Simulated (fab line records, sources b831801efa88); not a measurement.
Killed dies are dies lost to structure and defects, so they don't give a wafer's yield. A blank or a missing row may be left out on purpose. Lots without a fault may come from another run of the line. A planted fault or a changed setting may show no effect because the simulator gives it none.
fab line records | flow sky130
record lots=11 wafers=32 last_day=50
route steps=708 shown FIELD_ISO@3 PWDE@55 METAL1@453 VIA1@472 PAD_OPEN@708
lots that met no fault: from a run of the same line without faults
start_h: hours from the record's first day to the start of the lot's first wafer shown | wait_h: hours since the lot's step before | " the same as in the row above | L1.1+2: a row that stands for several wafers | - no value, or no start given | * or withheld: withheld | < > ~ a bound
route shown NAME@n: a module of which the file shows steps, and the number in the route of the first | usual: mean/standard deviation of fault-free wafers | same: alike in all rows | chamber/n: place in a boat | sites: the reading at each site | _std_site: their standard deviation | _edge_site: outer sites' mean less inner sites' | radius_mm: how far each site lies from the wafer's centre | mask NAME#n: copy n | behind: the tool/chamber that last shaped the wafer | hold: why the lot was held/for how many hours/how that ended | device: the transistor (n, p or np) that didn't switch | end of line: the same wafers' tests at the end of the route | a step without rows: its recipe alone | killed: dies lost to structure and defects at the first sort, not the wafer's yield | map: a wafer's dies, x killed, . not, _ none there
set.NAME: the setting as run; set.NAME@STEP: as run at that earlier step | model.NAME: the simulator's own value behind a step, which no gauge read
steps of the route over a sample of lots; a table a step, a row a wafer
services: from which hour (start_h, from the record's first day; less than 0 if before it) a tool's chamber was out of use, for how many hours, and why
## steps
# step SKY_FIELD_ISO_THK_MEAS_02
# recipe reads=SiO2_of_FIELD_ISO_OXIDATION_01
# usual FIELD_ISO_OXIDATION_00_THK=12.03/0.23
# columns lot.wafer tool chamber start_h wait_h FIELD_ISO_OXIDATION_00_THK[nm]
L928.1 film_metro-02 - 12.56 0.0 12.11
L928.2 " - " " 12.02
L928.3 " - " " 12.09
L929.2 film_metro-03 - 16.64 0.0 12.38
L929.4 " - " " 12.23
L929.5 " - " " 12.11
L931.1 film_metro-02 - 26.63 0.0 11.80
L931.4 " - " " 11.87
L931.5 " - " " 11.91
L933.1 film_metro-02 - 37.57 0.0 12.10
L933.2 " - " " 12.22
L933.6 " - " " 11.92
L934.2 film_metro-01 - 43.61 0.0 11.58
L934.3 " - " " 11.73
L934.6 " - " " 11.62
L941.4 film_metro-01 - 76.66 0.0 12.32
L941.5 " - " " 12.10
L943.2 film_metro-01 - 90.30 0.0 12.01
L943.3 " - " " 11.83
L943.4 " - " " 11.88
L945.2 film_metro-03 - 97.15 0.0 12.39
L945.3 " - " " 12.11
L945.6 " - " " 12.41
L947.2 film_metro-02 - 109.15 0.0 12.06
L947.5 " - " " 11.83
L947.6 " - " " 11.96
L948.1 film_metro-02 - 112.14 0.0 11.76
L948.5 " - " " 11.93
L948.6 " - " " 11.72
L951.2 film_metro-03 - 126.64 0.0 11.73
L951.4 " - " " 11.75
L951.6 " - " " 11.81
# step SKY_PWDE_TW_MEAS_10
# usual PWDE_TW=373.8/2.7
# columns lot.wafer tool chamber start_h wait_h PWDE_TW
L928.1 film_metro-03 - 76.86 0.1 377.8
L928.2 " - " " 375.6
L928.3 " - " " 374.2
L929.2 film_metro-04 - 79.77 0.1 372.1
L929.4 " - " " 369.0
L929.5 " - " " 371.2
L931.1 film_metro-01 - 82.91 0.1 374.0
L931.4 " - " " 376.9
L931.5 " - " " 374.6
L933.1 film_metro-01 - 96.11 0.1 377.0
L933.2 " - " " 378.2
L933.6 " - " " 379.6
L934.2 film_metro-01 - 102.30 0.1 374.5
L934.3 " - " " 374.3
L934.6 " - " " 377.0
L941.4 film_metro-03 - 146.07 0.1 371.4
L941.5 " - " " 371.7
L943.2 film_metro-04 - 156.55 0.1 371.8
L943.3 " - " " 368.5
L943.4 " - " " 367.9
L945.2 film_metro-03 - 163.60 0.1 371.1
L945.3 " - " " 372.5
L945.6 " - " " 370.4
L947.2 film_metro-03 - 178.70 0.1 373.0
L947.5 " - " " 371.1
L947.6 " - " " 372.8
L948.1 film_metro-04 - 178.96 0.1 373.7
L948.5 " - " " 372.8
L948.6 " - " " 375.8
L951.2 film_metro-04 - 200.07 0.1 374.1
L951.4 " - " " 374.4
L951.6 " - " " 373.6
# step SKY_METAL1_METAL_ETCH_19
# recipe target_depth_a=3600 stop_on=SiO2 over_etch_frac=0.3 time_s=78 chemistry=Cl2/BCl3 resist_sidewall_deg=88 pressure_mtorr=10 icp_w=900 bias_w=48.5 Cl2_flow_sccm=60 bcl3_flow_sccm=30
# usual drypump_motor_current_A=6.1/0.46 he_backside_leak_sccm=3.3/0.36 oes_product_au=0.854/0.0057 throttle_valve_pct=22.264/0.01
# columns lot.wafer tool chamber start_h wait_h drypump_motor_current_A he_backside_leak_sccm oes_product_au rf_hours_counter_h throttle_valve_pct
L928.1 rie_metal-03 0 773.20 0.0 5.3 3.2 0.856 14 22.289
L928.2 " 1 " " 5.8 3.2 0.846 13 22.258
L928.3 " 0 " " 5.3 3.2 0.848 - 22.269
L929.2 rie_metal-02 0 774.63 0.0 6.0 3.3 0.841 11 22.245
L929.4 " 1 " " 6.4 3.4 0.862 - 22.269
L929.5 " 1 " " 6.4 3.5 0.852 - 22.271
L931.1 rie_metal-04 0 783.65 0.0 6.0 3.5 0.854 13 22.267
L931.4 " 1 " " 6.8 3.4 0.860 - 22.261
L931.5 " 1 " " 6.8 3.3 0.857 - 22.257
L933.1 rie_metal-04 0 805.59 0.0 6.1 3.5 0.859 14 22.243
L933.2 " 1 " " 6.8 3.4 0.858 4 22.258
L933.6 " 0 " " 6.1 3.6 0.861 - 22.270
L934.2 rie_metal-02 1 809.50 0.0 6.4 3.4 0.849 15 22.239
L934.3 " 1 " " 6.4 3.4 0.856 - 22.257
L934.6 " 0 " " 6.0 3.1 0.854 - 22.271
L941.4 rie_metal-02 0 870.41 0.1 6.0 2.9 0.770 - 22.265
L941.5 " 0 " " 6.0 2.9 0.864 - 22.252
L943.2 rie_metal-02 0 882.70 0.1 6.0 3.0 0.852 - 22.265
L943.3 " 0 " " 6.0 2.9 0.778 - 22.276
L943.4 " 0 " " 6.0 3.1 0.778 - 22.264
L945.2 rie_metal-03 0 894.12 0.1 5.3 3.2 0.856 - 22.267
L945.3 " 0 " " 5.3 3.3 0.855 - 22.266
L945.6 " 0 " " 5.3 3.2 0.841 - 22.252
L947.2 rie_metal-03 1 907.35 0.0 5.7 3.1 0.858 0 22.270
L947.5 " 1 " " 5.8 3.2 0.849 - 22.257
L947.6 " 0 " " 5.3 3.1 0.850 - 22.271
L948.1 rie_metal-04 1 908.94 0.1 6.8 3.2 0.852 9 22.274
L948.5 " 1 " " 6.7 3.4 0.855 - 22.276
L948.6 " 1 " " 6.7 3.3 0.854 - 22.261
L951.2 rie_metal-03 1 932.71 0.0 5.8 3.1 0.859 2 22.257
L951.4 " 0 " " 5.3 3.3 0.857 - 22.283
L951.6 " 1 " " 5.8 3.1 0.845 - 22.251
# step SKY_METAL1_STRIP_20
# recipe chemistry=O2/N2 power_w=1400 pressure_mtorr=1500 platen_temp_c=withheld o2_flow_sccm=3000 n2_flow_sccm=300 overash_fraction=0.5
# usual drypump_motor_current_A=5.6/0.31 oes_product_au=0.343/0.0048 strip_time_to_endpoint_s=2.71/0.042
# columns lot.wafer tool chamber start_h wait_h drypump_motor_current_A oes_product_au rf_hours_counter_h strip_time_to_endpoint_s
L928.1 plasma_asher-02 0 773.29 0.1 6.0 0.342 4 2.70
L928.2 " 1 " " 5.3 0.346 4 2.75
L928.3 " 1 " " 5.3 0.343 - 2.72
L929.2 plasma_asher-02 0 774.72 0.1 6.0 0.348 4 2.76
L929.4 " 0 " " 6.0 0.351 - 2.70
L929.5 " 0 " " 6.0 0.337 - 2.66
L931.1 plasma_asher-03 1 783.74 0.1 5.2 0.344 93 2.74
L931.4 " 1 " " 5.2 0.346 - 2.74
L931.5 " 1 " " 5.2 0.344 - 2.74
L933.1 plasma_asher-02 0 805.68 0.1 6.1 0.350 7 2.74
L933.2 " 1 " " 5.4 0.335 7 2.73
L933.6 " 0 " " 6.1 0.347 - 2.74
L934.2 plasma_asher-04 1 809.59 0.1 5.9 0.340 70 2.69
L934.3 " 0 " " 5.7 0.343 - 2.67
L934.6 " 0 " " 5.7 0.350 - 2.72
L941.4 plasma_asher-03 1 870.54 0.1 5.2 0.381 - 3.64
L941.5 " 0 " " 5.4 0.348 - 2.78
L943.2 plasma_asher-03 0 882.85 0.1 5.4 0.344 103 2.70
L943.3 " 1 " " 5.2 0.377 - 3.60
L943.4 " 0 " " 5.4 0.381 - 3.61
L945.2 plasma_asher-02 0 894.27 0.1 6.1 0.341 16 2.65
L945.3 " 1 " " 5.4 0.346 - 2.69
L945.6 " 0 " " 6.0 0.343 - 2.67
L947.2 plasma_asher-03 1 907.44 0.1 5.2 0.337 106 2.72
L947.5 " 1 " " 5.2 0.336 - 2.73
L947.6 " 0 " " 5.4 0.345 - 2.71
L948.1 plasma_asher-04 0 909.12 0.1 5.7 0.341 79 2.67
L948.5 " 0 " " 5.7 0.351 - 2.68
L948.6 " 1 " " 5.9 0.336 - 2.68
L951.2 plasma_asher-03 0 932.80 0.1 5.4 0.348 109 2.73
L951.4 " 1 " " 5.2 0.342 - 2.68
L951.6 " 1 " " 5.2 0.345 - 2.70
# step SKY_VIA1_ETCH_14
# recipe chemistry=N2/H2 target=BARC ion_energy_ev=200 source_w=500 bias_w=100 pressure_mtorr=30 n2_flow_sccm=100 h2_flow_sccm=200 stop_on=SiO2 time_s=45.9 target_depth_a=600
# usual drypump_motor_current_A=5.75/0.27 oes_product_au=0.855/0.0048 throttle_valve_pct=13.225/0.0096
# columns lot.wafer tool chamber start_h wait_h drypump_motor_current_A oes_product_au rf_hours_counter_h throttle_valve_pct
L928.1 rie_diel-01 2 801.87 0.0 5.83 0.858 22 13.249
L928.2 " 3 " " 5.82 0.849 13 13.220
L928.3 " 1 " " 5.37 0.862 18 13.215
L929.2 rie_diel-04 0 802.50 0.0 5.52 0.854 15 13.228
L929.4 " 3 " " 6.29 0.857 - 13.236
L929.5 " 1 " " 6.07 0.851 - 13.218
L931.1 rie_diel-04 2 811.56 0.0 5.38 0.858 17 13.235
L931.4 " 1 " " 6.11 0.855 - 13.233
L931.5 " 3 " " 6.26 0.859 - 13.221
L933.1 rie_diel-04 1 833.25 0.0 6.07 0.855 2 13.227
L933.2 " 0 " " 5.57 0.845 15 13.218
L933.6 " 2 " " 5.36 0.854 - 13.225
L934.2 rie_diel-02 1 836.91 0.0 5.67 0.849 0 13.234
L934.3 " 0 " " 5.54 0.857 4 13.238
L934.6 " 0 " " 5.52 0.865 - 13.217
L941.5 rie_diel-01 1 897.88 0.0 5.41 0.855 - 13.227
L943.2 rie_diel-02 3 909.47 0.0 5.89 0.852 7 13.231
L945.2 rie_diel-01 3 920.32 0.0 5.80 0.860 17 13.221
L945.3 " 1 " " 5.39 0.856 22 13.227
L945.6 " 3 " " 5.82 0.858 - 13.212
L947.2 rie_diel-01 3 933.37 0.0 5.83 0.861 18 13.227
L947.5 " 3 " " 5.82 0.867 - 13.226
L947.6 " 2 " " 5.86 0.851 - 13.228
L948.1 rie_diel-04 0 934.81 0.0 5.57 0.859 19 13.222
L948.5 " 2 " " 5.38 0.851 - 13.227
L948.6 " 1 " " 6.08 0.854 - 13.232
L951.2 rie_diel-02 3 959.35 0.0 5.91 0.854 9 13.250
L951.4 " 0 " " 5.55 0.860 - 13.209
L951.6 " 2 " " 5.76 0.851 - 13.211
# step SKY_PAD_OPEN_PROBE_99
# usual defect_limited_yield=82.3/1.9 killed_at_M0_to_M3=44/6.9 killed_at_M4_up=3.3/2.1 killed_at_contacts=24/4.8 killed_at_front_end=15/4.4 killed_at_other=0.2/0.48 killed_dies=87/9.5 killed_on_rim=17/4 killed_open=48/6.5 killed_short=39/6.3 sort_bin_3_pad_short=0.9/0.48 sort_bin_5_function=10.5/1.5 sort_bin_6_memory=6.3/1.1 sort_n_pass=405/9.5 sort_yield_pct=82.3/1.9
# same gross_dies=492 killed_at_back_side=0 sort_bin_4_leakage[%]=0 sort_bin_8_speed[%]=0
# columns lot.wafer tool chamber start_h wait_h hold defect_limited_yield[%] killed_at_M0_to_M3 killed_at_M4_up killed_at_contacts killed_at_front_end killed_at_other killed_dies killed_on_rim killed_open killed_short sort_bin_3_pad_short[%] sort_bin_5_function[%] sort_bin_6_memory[%] sort_n_pass sort_yield_pct[%]
L928.1 prober-01 - 1084.53 0.1 - 79.7 57 4 24 15 0 100 18 48 52 1.2 10.6 8.5 392 79.7
L928.2 prober-01 - 1084.58 0.1 - 82.3 38 4 30 14 1 87 15 49 38 1.2 9.6 6.9 405 82.3
L928.3 prober-01 - 1084.63 0.2 - 81.9 53 6 18 11 1 89 15 41 48 2.2 10.6 5.3 403 81.9
L929.2 prober-02 - 1086.08 0.1 - 83.5 48 4 21 8 0 81 17 46 35 0.8 9.3 6.3 411 83.5
L929.4 prober-02 - 1086.18 0.2 - 83.5 44 3 23 11 0 81 10 44 37 1.2 9.3 5.9 411 83.5
L929.5 prober-02 - 1086.23 0.2 - 82.7 42 2 26 15 0 85 12 53 32 0.8 11.0 5.5 407 82.7
L931.1 prober-01 - 1089.40 0.1 - 86.6 32 3 18 13 0 66 9 39 27 0.4 8.3 4.7 426 86.6
L931.4 prober-01 - 1089.55 0.2 - 85.8 44 3 15 8 0 70 16 41 29 1.0 8.5 4.7 422 85.8
L931.5 prober-01 - 1089.60 0.2 - 78.0 56 9 24 19 0 108 18 53 55 0.8 12.8 8.3 384 78.0
L933.1 prober-01 - 1106.57 0.1 - 84.8 41 3 20 11 0 75 14 46 29 0.4 8.7 6.1 417 84.8
L933.2 prober-01 - 1106.62 0.1 - 81.3 54 4 23 11 0 92 21 53 38 0.6 9.3 8.7 400 81.3
L933.6 prober-01 - 1106.82 0.2 - 82.1 45 4 19 20 0 88 19 46 42 0.8 10.2 6.9 404 82.1
L934.2 prober-02 - 1111.25 0.1 - 80.1 44 4 25 24 1 98 20 52 45 1.8 12.6 5.5 394 80.1
L934.3 prober-02 - 1111.30 0.2 - 81.9 48 3 24 14 0 89 16 52 37 1.0 10.2 6.9 403 81.9
L934.6 prober-02 - 1111.45 0.2 - 78.9 47 2 35 18 2 104 19 55 47 1.0 13.8 6.3 388 78.9
L941.4 prober-01 - 1155.31 0.2 await_dispo/7.2h/release 0 455 1 24 12 0 492 96 47 41 0.2 93.7 6.1 0 0
L941.5 prober-01 - 1155.36 0.2 await_dispo/7.2h/release 82.7 47 1 28 9 0 85 17 46 39 1.6 9.3 6.3 407 82.7
L943.2 prober-01 - 1165.71 0.1 await_dispo/1.8h/release 78.0 51 5 31 21 0 108 20 55 53 0.4 14.0 7.5 384 78.0
L943.3 prober-01 - 1165.76 0.2 await_dispo/1.8h/release 0 455 2 23 12 0 492 96 45 41 1.2 92.9 5.9 0 0
L943.4 prober-01 - 1165.81 0.2 await_dispo/1.8h/release 0 449 2 23 18 0 492 96 52 39 1.0 92.3 6.7 0 0
L945.2 prober-01 - 1170.35 0.1 - 78.7 51 3 26 25 0 105 27 60 44 0.4 14.0 6.9 387 78.7
L945.3 prober-01 - 1170.40 0.2 - 79.7 47 4 28 21 0 100 26 59 36 0.2 12.2 7.9 392 79.7
L945.6 prober-01 - 1170.55 0.2 - 85.2 28 2 21 22 0 73 19 40 33 1.2 10.2 3.5 419 85.2
L948.1 prober-02 - 1180.00 0.1 - 82.9 46 2 16 19 1 84 12 46 38 0.6 9.1 7.3 408 82.9
L948.5 prober-02 - 1180.20 0.2 - 82.9 38 2 23 21 0 84 16 53 31 0.6 10.2 6.3 408 82.9
L948.6 prober-02 - 1180.25 0.2 - 80.9 42 1 33 17 1 94 18 42 52 0.4 11.0 7.7 398 80.9
L947.2 prober-01 - 1180.04 0.1 - 80.9 45 3 25 20 1 94 19 53 41 0.8 11.6 6.7 398 80.9
L947.5 prober-01 - 1180.19 0.2 - 81.5 57 2 19 13 0 91 21 51 40 1.0 9.1 8.3 401 81.5
L947.6 prober-01 - 1180.24 0.2 - 80.9 48 5 22 19 0 94 17 53 41 0.6 11.8 6.7 398 80.9
L951.2 prober-01 - 1196.79 0.1 - 86.2 34 2 14 18 0 68 12 34 34 1.0 8.1 4.7 424 86.2
L951.4 prober-01 - 1196.89 0.2 - 85.6 34 3 22 12 0 71 11 45 26 0 7.9 6.5 421 85.6
L951.6 prober-01 - 1196.99 0.2 - 84.6 40 2 17 17 0 76 21 38 38 1.2 9.3 4.9 416 84.6
# killed by level:class
L928.1 VIA1:geometric_particle:open=12 METAL1:geometric_particle:short=8 VIA3:geometric_particle:open=7 LI_CONTACT:geometric_particle:open=6 CONTACT:geometric_particle:short=6 VIA1:geometric_particle:short=6 CONTACT:geometric_particle:open=6 METAL2:geometric_particle:short=6
L928.2 CONTACT:geometric_particle:open=12 LI_CONTACT:geometric_particle:open=10 VIA1:geometric_particle:open=9 VIA3:geometric_particle:short=6 FIELD_ISO:geometric_particle:short=4 VIA1:geometric_particle:short=4 VIA3:geometric_particle:open=4 METAL2:geometric_particle:short=4
L928.3 VIA1:geometric_particle:open=14 VIA1:geometric_particle:short=8 CONTACT:geometric_particle:open=7 METAL1:geometric_particle:short=7 METAL2:geometric_particle:short=7 FIELD_ISO:geometric_particle:short=6 LI_CONTACT:geometric_particle:open=5 VIA2:geometric_particle:open=5
L929.2 VIA1:geometric_particle:open=17 METAL1:geometric_particle:short=9 CONTACT:geometric_particle:open=7 VIA1:geometric_particle:short=6 VIA2:geometric_particle:open=6 FIELD_ISO:geometric_particle:open=4 LI_CONTACT:geometric_particle:open=4 CONTACT:geometric_particle:short=4
L929.4 VIA1:geometric_particle:open=13 CONTACT:geometric_particle:open=12 VIA1:geometric_particle:short=7 METAL2:geometric_particle:short=5 VIA3:geometric_particle:open=5 LI_CONTACT:geometric_particle:open=4 VIA2:geometric_particle:open=4 METAL3:geometric_particle:short=4
L929.5 CONTACT:geometric_particle:open=12 VIA1:geometric_particle:open=11 LI_CONTACT:geometric_particle:open=7 VIA3:geometric_particle:open=7 VIA2:geometric_particle:open=6 POLY_GATE:geometric_particle:open=4 LI_CONTACT:geometric_particle:short=4 METAL2:geometric_particle:short=4
L931.1 VIA1:geometric_particle:open=13 LI_CONTACT:geometric_particle:open=9 CONTACT:geometric_particle:open=5 POLY_GATE:geometric_particle:short=4 POLY_GATE:geometric_particle:open=4 VIA1:geometric_particle:short=4 VIA2:geometric_particle:open=3 FIELD_ISO:geometric_particle:short=2
L931.4 VIA1:geometric_particle:open=13 CONTACT:geometric_particle:open=7 VIA3:geometric_particle:open=7 METAL2:geometric_particle:short=6 CONTACT:geometric_particle:short=5 VIA2:geometric_particle:open=5 VIA1:geometric_particle:short=4 VIA3:geometric_particle:short=4
L931.5 VIA1:geometric_particle:open=15 LI_CONTACT:geometric_particle:open=9 VIA1:geometric_particle:short=9 METAL4:geometric_particle:short=9 VIA2:geometric_particle:open=8 FIELD_ISO:geometric_particle:short=7 CONTACT:geometric_particle:short=7 CONTACT:geometric_particle:open=7
L933.1 VIA1:geometric_particle:open=16 CONTACT:geometric_particle:open=9 VIA3:geometric_particle:open=5 POLY_GATE:geometric_particle:short=4 LOCAL_INTERCONNECT:geometric_particle:short=4 METAL1:geometric_particle:short=4 VIA1:geometric_particle:short=4 FIELD_ISO:geometric_particle:open=3
L933.2 VIA1:geometric_particle:open=12 VIA3:geometric_particle:open=10 CONTACT:geometric_particle:open=9 VIA2:geometric_particle:open=7 METAL1:geometric_particle:short=7 VIA1:geometric_particle:short=6 LI_CONTACT:geometric_particle:open=5 CONTACT:geometric_particle:short=4
L933.6 VIA1:geometric_particle:open=9 VIA3:geometric_particle:open=9 METAL2:geometric_particle:short=7 CONTACT:geometric_particle:open=6 VIA1:geometric_particle:short=6 LI_CONTACT:geometric_particle:open=5 FIELD_ISO:geometric_particle:open=4 FIELD_ISO:geometric_particle:short=4
L934.2 LOCAL_INTERCONNECT:geometric_particle:short=9 VIA2:geometric_particle:open=8 CONTACT:geometric_particle:open=8 VIA1:geometric_particle:open=8 FIELD_ISO:geometric_particle:open=7 POLY_GATE:geometric_particle:open=7 VIA3:geometric_particle:open=7 VIA1:geometric_particle:short=6
L934.3 CONTACT:geometric_particle:open=11 VIA3:geometric_particle:open=11 VIA1:geometric_particle:open=11 METAL1:geometric_particle:short=8 POLY_GATE:geometric_particle:open=7 METAL2:geometric_particle:short=7 LI_CONTACT:geometric_particle:open=4 CONTACT:geometric_particle:short=4
L934.6 LI_CONTACT:geometric_particle:open=11 VIA1:geometric_particle:open=9 LOCAL_INTERCONNECT:geometric_particle:short=8 METAL2:geometric_particle:short=8 VIA2:geometric_particle:open=7 CONTACT:geometric_particle:open=6 VIA3:geometric_particle:open=6 CONTACT:geometric_particle:short=5
L941.4 METAL1:area_etch=404 CONTACT:geometric_particle:open=13 VIA1:geometric_particle:open=12 CONTACT:geometric_particle:short=7 METAL2:geometric_particle:short=7 METAL1:geometric_particle:short=7 VIA2:geometric_particle:open=7 VIA2:geometric_particle:short=5
L941.5 CONTACT:geometric_particle:open=11 VIA1:geometric_particle:open=8 VIA3:geometric_particle:open=7 METAL2:geometric_particle:short=6 CONTACT:geometric_particle:short=5 VIA2:geometric_particle:open=5 METAL3:geometric_particle:short=5 LI_CONTACT:geometric_particle:open=4
L943.2 CONTACT:geometric_particle:open=14 VIA1:geometric_particle:open=11 FIELD_ISO:geometric_particle:short=8 METAL2:geometric_particle:short=7 VIA1:geometric_particle:short=7 VIA3:geometric_particle:open=7 LI_CONTACT:geometric_particle:open=6 FIELD_ISO:geometric_particle:open=5
L943.3 METAL1:area_etch=406 CONTACT:geometric_particle:open=13 VIA1:geometric_particle:open=12 VIA1:geometric_particle:short=10 VIA2:geometric_particle:open=8 METAL1:geometric_particle:short=7 FIELD_ISO:geometric_particle:open=4 LI_CONTACT:geometric_particle:open=4
L943.4 METAL1:area_etch=401 CONTACT:geometric_particle:open=11 VIA1:geometric_particle:open=9 FIELD_ISO:geometric_particle:short=8 VIA2:geometric_particle:open=8 VIA3:geometric_particle:open=8 METAL2:geometric_particle:short=7 FIELD_ISO:geometric_particle:open=6
L945.2 VIA2:geometric_particle:open=14 VIA1:geometric_particle:open=11 LI_CONTACT:geometric_particle:open=9 METAL1:geometric_particle:short=7 FIELD_ISO:geometric_particle:open=6 POLY_GATE:geometric_particle:open=6 VIA2:geometric_particle:short=6 LOCAL_INTERCONNECT:geometric_particle:short=6
L945.3 VIA1:geometric_particle:short=9 LI_CONTACT:geometric_particle:open=9 VIA3:geometric_particle:open=9 VIA1:geometric_particle:open=8 CONTACT:geometric_particle:open=8 FIELD_ISO:geometric_particle:open=7 VIA2:geometric_particle:open=6 POLY_GATE:geometric_particle:open=6
L945.6 CONTACT:geometric_particle:open=9 VIA2:geometric_particle:open=7 POLY_GATE:geometric_particle:short=6 VIA1:geometric_particle:open=6 FIELD_ISO:geometric_particle:short=5 CONTACT:geometric_particle:short=5 METAL1:geometric_particle:short=5 FIELD_ISO:geometric_particle:open=4
L948.1 VIA1:geometric_particle:open=11 CONTACT:geometric_particle:open=10 METAL2:geometric_particle:short=7 VIA2:geometric_particle:open=7 FIELD_ISO:geometric_particle:short=5 LI_CONTACT:geometric_particle:open=5 VIA3:geometric_particle:open=5 POLY_GATE:geometric_particle:short=4
L947.2 CONTACT:geometric_particle:open=12 VIA1:geometric_particle:open=12 VIA2:geometric_particle:open=7 FIELD_ISO:geometric_particle:short=6 POLY_GATE:geometric_particle:short=5 VIA2:geometric_particle:short=5 POLY_GATE:geometric_particle:open=4 VIA3:geometric_particle:open=4
L947.5 VIA1:geometric_particle:open=15 VIA2:geometric_particle:open=8 VIA1:geometric_particle:short=7 LI_CONTACT:geometric_particle:open=7 METAL2:geometric_particle:short=7 METAL1:geometric_particle:short=6 CONTACT:geometric_particle:short=6 VIA3:geometric_particle:open=6
L948.5 CONTACT:geometric_particle:open=11 VIA1:geometric_particle:open=11 FIELD_ISO:geometric_particle:open=7 METAL1:geometric_particle:short=6 VIA3:geometric_particle:open=6 LI_CONTACT:geometric_particle:open=5 POLY_GATE:geometric_particle:open=5 VIA2:geometric_particle:open=5
L947.6 VIA3:geometric_particle:open=12 CONTACT:geometric_particle:open=10 VIA1:geometric_particle:open=10 VIA1:geometric_particle:short=9 LI_CONTACT:geometric_particle:open=6 FIELD_ISO:geometric_particle:open=4 POLY_GATE:geometric_particle:open=4 POLY_GATE:geometric_particle:short=4
L948.6 LI_CONTACT:geometric_particle:open=11 VIA1:geometric_particle:short=7 CONTACT:geometric_particle:short=7 CONTACT:geometric_particle:open=7 VIA1:geometric_particle:open=7 POLY_GATE:geometric_particle:short=6 LOCAL_INTERCONNECT:geometric_particle:short=6 METAL1:geometric_particle:short=6
L951.2 VIA1:geometric_particle:open=10 CONTACT:geometric_particle:open=7 METAL2:geometric_particle:short=6 VIA3:geometric_particle:open=5 POLY_GATE:geometric_particle:short=4 POLY_GATE:geometric_particle:open=4 CONTACT:geometric_particle:short=4 VIA1:geometric_particle:short=4
L951.4 CONTACT:geometric_particle:open=12 VIA1:geometric_particle:open=11 VIA2:geometric_particle:open=6 VIA1:geometric_particle:short=4 FIELD_ISO:geometric_particle:open=3 CONTACT:geometric_particle:short=3 POLY_GATE:geometric_particle:open=3 SPACER:geometric_particle:open=3
L951.6 VIA1:geometric_particle:open=14 CONTACT:geometric_particle:open=7 VIA1:geometric_particle:short=5 FIELD_ISO:geometric_particle:short=4 POLY_GATE:geometric_particle:open=4 CONTACT:geometric_particle:short=4 METAL2:geometric_particle:short=4 VIA2:geometric_particle:open=4
## services
# columns tool chamber start_h hours kind
rie_diel-02 0 749.66 1.3 repair
plasma_asher-03 - 750.92 1.3 repair
plasma_asher-03 - 765.97 14.6 pm
rie_metal-04 - 776.47 4.3 pm
rie_metal-04 1 791.74 1.5 repair
rie_diel-04 2 799.75 5.8 repair
rie_diel-02 3 801.68 1.6 repair
rie_diel-02 - 803.86 1.3 repair
rie_diel-04 0 810.64 12.0 repair
rie_diel-01 - 814.46 0.8 repair
rie_metal-03 - 820.09 0.5 repair
rie_diel-02 3 830.87 9.3 repair
rie_metal-02 - 830.88 2.8 pm
rie_diel-02 0 850.64 8.4 repair
rie_diel-01 0 875.66 63.3 repair
rie_metal-04 0 887.54 22.4 repair
rie_diel-04 - 888.51 1.7 repair
rie_diel-04 3 894.24 13.2 repair
rie_diel-01 - 898.31 15.6 pm
rie_diel-01 2 926.76 5.8 repair
rie_diel-01 1 927.84 7.1 repair
plasma_asher-02 - 930.14 2.8 repair
rie_diel-04 3 940.00 16.2 repair
rie_diel-04 1 944.27 45.8 repair
## key
first_sign step=SKY_METAL1_METAL_ETCH_19 reading=oes_product_au direction=down sigmas=14 usual=0.854 struck=0.776
effect step=SKY_METAL1_STRIP_20 reading=strip_time_to_endpoint_s direction=up sigmas=22 usual=* struck=*
effect step=SKY_PAD_OPEN_PROBE_99 reading=killed_at_M0_to_M3 direction=up sigmas=60 usual=44 struck=453
more_kills_born_at SKY_METAL1_METAL_ETCH_19@rie_metal-02=1211
met_at SKY_METAL1_METAL_ETCH_19
struck_lots L941,L943
struck_wafers L941.4,L943.3,L943.4
later_rows_left_out L941.4,L943.3,L943.4
not_acting_at SKY_FIELD_ISO_THK_MEAS_02,SKY_PWDE_TW_MEAS_10,SKY_VIA1_ETCH_14
onset_between 809.50 870.41
fault kind=process_parameter_drift tool=rie_metal-02 chamber=- onset_h=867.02 steps=SKY_METAL1_METAL_ETCH_19 channel=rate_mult offset=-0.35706 shape=step end_h=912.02 scope=struck_wafers_only
# later_rows_left_out: the simulator's readings of these wafers behind a module that went badly wrong aren't trusted and aren't shown, but for the sort
